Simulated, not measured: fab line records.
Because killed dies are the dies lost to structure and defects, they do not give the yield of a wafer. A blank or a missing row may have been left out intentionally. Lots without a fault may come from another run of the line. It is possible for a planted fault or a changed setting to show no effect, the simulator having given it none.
Comparing a struck lot with a sound one ; flow sfq line ; 43 out of 325 route steps
Sound: these wafers, L954.1, L954.3, L954.5. Struck: wafer L965.3. (L965.1, L965.4 of the same lot were not struck and are left out.) The cause comes at the end.
Order at every step that has rows: each side's tool, ch and its chambers, its first start. Under that, the readings that differ: sound wafers ; struck wafers ; difference of the means ; sigmas: that difference in standard deviations of wafers without a fault.
alike: readings whose means differ by less than 2 such deviations, and words and numbers that are the same on both sides. not compared: withheld readings, readings that some wafer has no value for, bounds like >300 that may hide the same value, and numbers for which the record gives no deviation and whose values overlap.
Wherever a step has rows on one side only, a row that says differs or no value, or a row with sigmas, the two part there. Non-overlapping numbers with no deviation appear without sigmas and do not part them. Lack of a reading on every wafer of one side parts them only where that side has two or more wafers.

first, 3 steps without rows for these wafers: SFQ_TRILAYER_M5_LITHO_EXPOSE_124 (exposes mask M5, target cd 700 nm); SFQ_TRILAYER_M5_LITHO_PEB_126 (peb time 60 s); SFQ_TRILAYER_M5_LITHO_DEVELOP_125 (time 60 s).
SFQ_M5_OVL_MEAS_932:
  sound: overlay-02 at day 46 06:57; struck: overlay-02 at day 49 14:48
  alike: M5_OVL
then, 7 steps without rows for these wafers: SFQ_TRILAYER_M5_BARC_OPEN_METAL_ETCH_161 (etches BARC in O2, target depth 125 nm, time 41.7 s); SFQ_TRILAYER_M5_ETCH_METAL_ETCH_126 (etches Nb in Cl2/BCl3, stops on SiO2, time 203.2 s, target depth 265 nm); SFQ_TRILAYER_M5_STRIP_STRIP_127 (strips in O2); SFQ_TRILAYER_M5_STRIP_SOLV_CLEAN_128 (cleans in NMP, time 600 s); SFQ_TRILAYER_A5B_DEP_PECVD_129 (deposits SiO2 from SiH4/N2O, time 133.33 s, target thk 600 nm); SFQ_TRILAYER_A5B_CMP_CMP_130 (polishes, stops on Nb, target thk 340.7 nm); SFQ_TRILAYER_A5B_METRO_MEASURE_131.
SFQ_TRILAYER_R5_DEP_SPUTTER_132: material Ti, target thk 5 nm, time 5 s.
  sound: pvd sputter-06 at day 47 23:48; struck: pvd sputter-05 at day 51 08:48
reading;sound;struck;difference;sigmas
throttle valve pct (%);30.7 31.3 29.4;28.3;-2.2;-2
SFQ_TRILAYER_R5_DEP_SPUTTER_133: material MoNx, target thk 40 nm, time 66.7 s.
  sound: pvd sputter-06 at day 47 23:49; struck: pvd sputter-05 at day 51 08:49
reading;sound;struck;difference;sigmas
throttle valve pct (%);30.9 31.1 29.5;28.3;-2.2;-2
model.MoNx_of_TRILAYER_R5_DEP_SPUTTER_133.thk nm (nm);40.26 40.59 40.11;25.99;-14.33;
then, 1 step without rows for these wafers: SFQ_TRILAYER_R5_DEP_SPUTTER_134 (material Ti, target thk 5 nm, time 5 s).
SFQ_R5_RS_MEAS_933: measures by four-point-probe.
  sound: film metro-03 at day 47 23:53; struck: film metro-03 at day 51 08:53
reading;sound;struck;difference;sigmas
R5_MONX_RS (ohm/sq);7.02 6.92 7.01;10.59;+3.61;+40
SFQ_R5_THK_MEAS_934: measures by xrf.
  sound: film metro-03 at day 48 00:01; struck: film metro-03 at day 51 09:01
reading;sound;struck;difference;sigmas
R5_MONX_THK (nm);41.2 41.6 40.8;26.6;-14.6;-27
then, 6 steps without rows for these wafers: SFQ_TRILAYER_R5_LITHO_COAT_141 (resist thk 62 nm); SFQ_TRILAYER_R5_LITHO_COAT_136 (resist thk 600 nm); SFQ_TRILAYER_R5_LITHO_SOFTBAKE_140; SFQ_TRILAYER_R5_LITHO_EXPOSE_137 (exposes mask R5, target cd 500 nm); SFQ_TRILAYER_R5_LITHO_PEB_139 (peb time 60 s); SFQ_TRILAYER_R5_LITHO_DEVELOP_138 (time 60 s).
-- the record jumps here: 4 days lie between the struck wafers' starts before and after --
SFQ_R5_OVL_MEAS_935:
  sound: overlay-02 at day 52 02:48; struck: overlay-01 at day 55 17:45
  alike: R5_OVL
SFQ_TRILAYER_R5_BARC_OPEN_METAL_ETCH_177: etches BARC in O2, target depth 125 nm, time 41.7 s.
  sound on rie metal-04 ch 0,1, day 52 02:50; struck on rie metal-01 ch 1, day 55 17:47
reading;sound;struck;difference;sigmas
oes product au (a.u.);0.681 0.677 0.687;0.698;+0.016;+3
  alike: drypump motor current A
  not compared: rf hours counter h
then, 1 step without rows for these wafers: SFQ_TRILAYER_R5_ETCH_METAL_ETCH_139 (etches the open film in Cl2, stops on SiO2, target depth 60 nm, time 40 s).
SFQ_TRILAYER_R5_STRIP_STRIP_140: strips in O2.
  sound on rie metal-04 ch 0,1, day 52 02:57; struck on rie metal-01 ch 1, day 55 18:01
  alike: drypump motor current A, oes product au, platen temp c
  not compared: rf hours counter h
then, 8 steps without rows for these wafers: SFQ_TRILAYER_R5_STRIP_SOLV_CLEAN_141 (cleans in NMP, time 600 s); SFQ_TRILAYER_A5C_DEP_PECVD_142 (deposits SiO2 from SiH4/N2O, time 15.556 s, target thk 70 nm); SFQ_TRILAYER_I5_LITHO_COAT_149 (resist thk 62 nm); SFQ_TRILAYER_I5_LITHO_COAT_144 (resist thk 650 nm); SFQ_TRILAYER_I5_LITHO_SOFTBAKE_148; SFQ_TRILAYER_I5_LITHO_EXPOSE_145 (exposes mask I5, target cd 700 nm); SFQ_TRILAYER_I5_LITHO_PEB_147 (peb time 60 s); SFQ_TRILAYER_I5_LITHO_DEVELOP_146 (time 60 s).
SFQ_I5_OVL_MEAS_936:
  sound: overlay-01 at day 52 18:20; struck: overlay-01 at day 56 23:52
  alike: I5_OVL
SFQ_TRILAYER_I5_BARC_OPEN_VIA_ETCH_200: etches BARC in O2, target depth 125 nm, time 41.7 s.
  sound on rie diel-01 ch 1,3, day 52 18:22; struck on rie diel-01 ch 1, day 56 23:53
  alike: drypump motor current A, oes product au
  not compared: rf hours counter h
SFQ_TRILAYER_I5_ETCH_VIA_ETCH_147: etches the open film in CHF3, stops on Nb, target depth 360 nm.
  sound on rie diel-01 ch 1,3, day 52 18:25; struck on rie diel-01 ch 1, day 56 23:56
  alike: drypump motor current A, oes product au
then, 5 steps without rows for these wafers: SFQ_TRILAYER_I5_STRIP_STRIP_148 (strips in O2); SFQ_TRILAYER_I5_STRIP_SOLV_CLEAN_149 (cleans in NMP, time 600 s); SFQ_TRILAYER_C5_LITHO_COAT_156 (resist thk 62 nm); SFQ_TRILAYER_C5_LITHO_COAT_151 (resist thk 650 nm); SFQ_TRILAYER_C5_LITHO_SOFTBAKE_155.
-- the record jumps here: 16 days lie between the struck wafers' starts before and after --
SFQ_M8_BOW_MEAS_951:
  sound: film metro-04 at day 70 12:23; struck: film metro-01 at day 73 04:41
reading;sound;struck;difference;sigmas
M8_BOW (um);17 17 10;-12;-27;-2
model.etest.r5.ohm um;13.99 13.91 14.08;21.75;+7.76;
model.etest.r5.ohm sq;6.999 6.943 7.027;10.84;+3.85;
model.etest.c5.link ohm;7.948 7.896 7.969;11.8;+3.9;

## WHERE THEY PART
First at SFQ_TRILAYER_R5_DEP_SPUTTER_132; last, within this record, at SFQ_M8_BOW_MEAS_951.

WHY: whatever the simulator had introduced
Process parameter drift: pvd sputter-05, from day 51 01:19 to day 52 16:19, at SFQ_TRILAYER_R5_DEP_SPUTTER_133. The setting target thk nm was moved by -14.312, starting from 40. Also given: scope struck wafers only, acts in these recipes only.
